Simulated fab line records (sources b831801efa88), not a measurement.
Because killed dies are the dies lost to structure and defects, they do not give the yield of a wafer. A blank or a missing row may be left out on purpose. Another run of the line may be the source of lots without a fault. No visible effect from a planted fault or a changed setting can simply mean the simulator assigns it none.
The tool behind it: which one?    flow sky130    11 lots with 33 wafers sampled at 5 steps, on a route of 708 steps

## WHAT EACH GAUGE READ, for each wafer
SKY_VT_ADJUST_NCORE_OVL_MEAS_08. Usual: VT_ADJUST_NCORE_OVL gives -1.6 nm (standard deviation 1.4).
lot   measured      on          VT_ADJUST_NCORE_OVL (nm)      flag
L496  day 8 10:44   overlay-01  -0.3 -0.7 0.2                 
L497  day 8 21:10   overlay-01  -0.8 -3.6 -2.5                
L502  day 11 00:20  overlay-01  -2.9 -1.8 -0.3                
L504  day 11 12:07  overlay-01  -2.1 -3.2 -1.7                
L505  day 11 17:26  overlay-01  1.7 0.1 -1.5                  
L507  day 12 08:41  overlay-02  -1.8 -1.3 -1.6                
L511  day 12 22:02  overlay-02  -1.1 -9.7 -7.7 1.8 -7.0 -5.4  
L510  day 13 00:11  overlay-02  -3.0 -1.7 -3.5                
L517  day 14 19:49  overlay-02  -6.0 -1.7 -3.4                
L518  day 15 04:56  overlay-02  -0.3 0.2 0.1                  
L519  day 15 14:49  overlay-02  -2.1 -2.4 -1.1                

SKY_VT_ADJUST_HVTR_TW_MEAS_11. Usual: VT_ADJUST_HVTR_TW gives 211.2 (standard deviation 1).
lot   measured      on             VT_ADJUST_HVTR_TW  flag
L496  day 9 08:46   film-metro-03  211.2 210.9 210.5  
L497  day 9 19:34   film-metro-03  210.5 210.2 211.9  
L502  day 12 00:48  film-metro-01  209.9 211.8 210.6  
L504  day 12 12:48  film-metro-03  212.1 211.5 211.1  
L505  day 12 19:08  film-metro-03  213.0 212.2 211.9  
L507  day 13 10:40  film-metro-04  211.2 210.2 209.9  
L511  day 14 00:31  film-metro-01  213.2 211.9 213.4  
L510  day 14 02:14  film-metro-01  212.1 212.5 212.8  
L517  day 16 00:35  film-metro-03  210.7 210.0 211.7  
L518  day 16 09:31  film-metro-03  210.9 211.0 211.4  
L519  day 16 19:56  film-metro-03  210.9 211.4 211.1  

## EACH LOT AND THE TOOL THAT RAN IT (in order: tool; ch and the chambers of the sampled wafers; start)
lot   SKY_VT_ADJUST_LVTN_STRIP_20           SKY_VT_ADJUST_NCORE_EXPOSE_04        SKY_VT_ADJUST_NCORE_STRIP_10
L496  plasma-asher-02 ch 0,1, day 7 14:27   iline-stepper-02 ch 0, day 8 00:41   plasma-asher-01 ch 0,1, day 8 10:55
L497  plasma-asher-03 ch 0,1, day 8 00:11   iline-stepper-02 ch 0, day 8 10:19   plasma-asher-03 ch 0,1, day 8 21:20
L502  plasma-asher-01 ch 0,1, day 10 01:14  iline-stepper-02 ch 0, day 10 12:34  plasma-asher-04 ch 0,1, day 11 00:31
L504  plasma-asher-01 ch 0,1, day 10 12:06  iline-stepper-02 ch 0, day 11 00:31  plasma-asher-04 ch 1, day 11 12:19
L505  plasma-asher-01 ch 0,1, day 10 17:38  iline-stepper-02 ch 0, day 11 05:26  plasma-asher-04 ch 0,1, day 11 17:38
L507  plasma-asher-01 ch 0,1, day 11 08:21  iline-stepper-01 ch 0, day 11 20:23  plasma-asher-01 ch 0,1, day 12 08:52
L511  plasma-asher-01 ch 0,1, day 11 21:15  iline-stepper-02 ch 0, day 12 09:40  plasma-asher-03 ch 0,1, day 12 22:25
L510  plasma-asher-02 ch 0,1, day 11 23:24  iline-stepper-01 ch 0, day 12 11:31  plasma-asher-04 ch 0,1, day 13 00:22
L517  plasma-asher-01 ch 0,1, day 13 17:38  iline-stepper-01 ch 0, day 14 06:58  plasma-asher-01 ch 0,1, day 14 19:59
L518  plasma-asher-03 ch 0,1, day 14 01:26  iline-stepper-01 ch 0, day 14 15:15  plasma-asher-04 ch 0,1, day 15 05:07
L519  plasma-asher-02 ch 0,1, day 14 10:45  iline-stepper-01 ch 0, day 15 00:13  plasma-asher-03 ch 0,1, day 15 14:59
- SKY_VT_ADJUST_LVTN_STRIP_20: strips in O2/N2.
- SKY_VT_ADJUST_NCORE_EXPOSE_04: exposes mask LVTN COMPLEMENT THIN, target cd 380 nm.
- SKY_VT_ADJUST_NCORE_STRIP_10: strips in O2/N2.

## AS READ BY THE TOOLS THEMSELVES (means over the sampled wafers that have a number; for cases with no such wafer, the mark the record gives instead)
SKY_VT_ADJUST_LVTN_STRIP_20. Usual: chamber-pressure-mTorr 1499.8 mTorr, standard deviation 1.3; drypump-motor-current-A 5.8 A, standard deviation 0.4; n2-flow-sccm 300.0 sccm, standard deviation 0.83; oes-product-au 0.716 a.u., standard deviation 0.0049; strip-time-to-endpoint-s 14.19 s, standard deviation 0.043.
lot   tool             chamber-pressure-mTorr (mTorr)  drypump-motor-current-A (A)  n2-flow-sccm (sccm)  oes-product-au (a.u.)  strip-time-to-endpoint-s (s)  flag
L496  plasma-asher-02  1500.4                          5.7                          299.8                0.722                  14.23                         
L497  plasma-asher-03  1499.8                          5.5                          299.9                0.719                  14.17                         
L502  plasma-asher-01  1499.1                          6.0                          299.5                0.718                  14.13                         
L504  plasma-asher-01  1499.2                          5.9                          300.5                0.722                  14.16                         
L505  plasma-asher-01  1500.2                          5.9                          299.8                0.713                  14.22                         
L507  plasma-asher-01  1499.8                          5.8                          300.6                0.718                  14.19                         
L511  plasma-asher-01  1498.7                          5.8                          300.7                0.714                  14.15                         
L510  plasma-asher-02  1500.8                          6.0                          299.5                0.716                  14.19                         
L517  plasma-asher-01  1499.4                          6.0                          300.3                0.712                  14.23                         
L518  plasma-asher-03  1500.6                          5.5                          300.0                0.715                  14.21                         
L519  plasma-asher-02  1499.6                          5.7                          300.0                0.715                  14.27                         

SKY_VT_ADJUST_NCORE_EXPOSE_04. Usual: reticle-temp-C reads 23.00 C (standard deviation 0.1).
lot   tool              reticle-temp-C (C)  flag
L496  iline-stepper-02  22.98               
L497  iline-stepper-02  22.99               
L502  iline-stepper-02  23.07               
L504  iline-stepper-02  23.03               
L505  iline-stepper-02  22.90               
L507  iline-stepper-01  22.99               
L511  iline-stepper-02  23.03               
L510  iline-stepper-01  23.03               
L517  iline-stepper-01  22.92               
L518  iline-stepper-01  22.93               
L519  iline-stepper-01  22.97               

SKY_VT_ADJUST_NCORE_STRIP_10. Usual: chamber-pressure-mTorr 1500.2 mTorr, standard deviation 1.3; drypump-motor-current-A 5.6 A, standard deviation 0.38; n2-flow-sccm 300.0 sccm, standard deviation 0.94; oes-product-au 0.716 a.u., standard deviation 0.0044; strip-time-to-endpoint-s 14.19 s, standard deviation 0.042.
lot   tool             chamber-pressure-mTorr (mTorr)  drypump-motor-current-A (A)  n2-flow-sccm (sccm)  oes-product-au (a.u.)  strip-time-to-endpoint-s (s)  flag
L496  plasma-asher-01  1499.9                          6.0                          299.4                0.718                  14.20                         
L497  plasma-asher-03  1500.1                          5.2                          300.0                0.713                  14.21                         
L502  plasma-asher-04  1499.8                          5.6                          300.5                0.716                  14.19                         
L504  plasma-asher-04  1502.2                          5.3                          299.9                0.718                  14.15                         
L505  plasma-asher-04  1499.5                          5.5                          299.3                0.719                  14.20                         
L507  plasma-asher-01  1500.8                          6.0                          300.2                0.717                  14.22                         
L511  plasma-asher-03  1500.8                          5.3                          301.0                0.712                  14.20                         
L510  plasma-asher-04  1499.9                          5.6                          300.8                0.718                  14.23                         
L517  plasma-asher-01  1501.2                          5.8                          299.9                0.722                  14.19                         
L518  plasma-asher-04  1500.0                          5.5                          299.5                0.719                  14.22                         
L519  plasma-asher-03  1498.8                          5.5                          300.1                0.716                  14.15                         

## THE ANSWER, worked out from the rows above alone
Rule: a lot counts as off when the mean over its wafers that have a number is more than 3 standard deviations away from the usual mean. Also off: a lot with no number at a reading for which 4 or more lots have one. Any other lot the step has rows for is counted as sound. After the gauges, taken in route order, come the tools' own readings; for these a lot's mean is taken, as printed above. At the first step where some lot is off, the reading lying furthest off is the one used; lots without a number count as furthest.
None of the lots is off at any reading shown; this tells nothing.

## WHAT WAS PUT IN BY THE SIMULATOR
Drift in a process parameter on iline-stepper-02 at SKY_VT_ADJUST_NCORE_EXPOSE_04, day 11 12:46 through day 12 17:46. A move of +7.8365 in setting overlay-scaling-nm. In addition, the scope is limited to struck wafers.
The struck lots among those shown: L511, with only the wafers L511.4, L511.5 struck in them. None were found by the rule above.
